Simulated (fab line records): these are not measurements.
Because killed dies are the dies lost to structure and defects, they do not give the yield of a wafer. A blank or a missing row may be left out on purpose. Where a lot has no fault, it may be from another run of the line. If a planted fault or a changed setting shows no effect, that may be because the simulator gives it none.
Matching of chambers -- flow gf180mcu -- GF_V5_CMP_26 on cmp-02 has 4 sister chambers
The step polishes, stops on SiO2, t overpolish 15 s, target thk 0 nm. 8 wafers are shown with their chamber, then 9 later ones without.

WAFERS, EACH WITH ITS CHAMBER
wafer,chamber,motorCurrentA (A),timeToEndpointS (s)
L946.2,2,14.8,93
L951.4,2,14.6,94
L951.6,0,13.3,96
L954.2,1,8.4,88
L954.6,3,12.9,87
L955.1,0,13.5,96
L955.2,3,13.4,91
L955.4,1,8.2,89

WAFERS WITH NO CHAMBER GIVEN
wafer,motorCurrentA (A),timeToEndpointS (s)
L956.1,8.8,85
L956.2,15.5,89
L956.4,13.5,86
L957.2,9.0,88
L957.3,13.5,95
L957.6,13.4,88
L960.2,13.3,99
L960.3,13.6,88
L960.4,14.8,95

WHICH CHAMBER EACH ONE RAN IN
wafer,from the rows above,in truth
L956.1,1,1
L956.2,2,2
L956.4,3,3
L957.2,1,1
L957.3,0,0
L957.6,3,3
L960.2,0,0
L960.3,3,3
L960.4,2,2
Placed correctly: 9 of 9. Number that these rows cannot place: 0. Placed wrongly: 0.
How it was worked out, from the rows above alone: a wafer's distance from a chamber is the root of the sum, over the readings, of the square of ((its reading less the chamber's mean) divided by the reading's scatter). The wafer belongs to the nearest chamber; if the next one is less than 2 further off, it can't be placed. The mean given for a chamber averages the wafers shown for that chamber. The scatter: take each reading less its chamber's mean, square it, sum over the shown wafers, divide by the number of wafers less the number of chambers, and take the root.
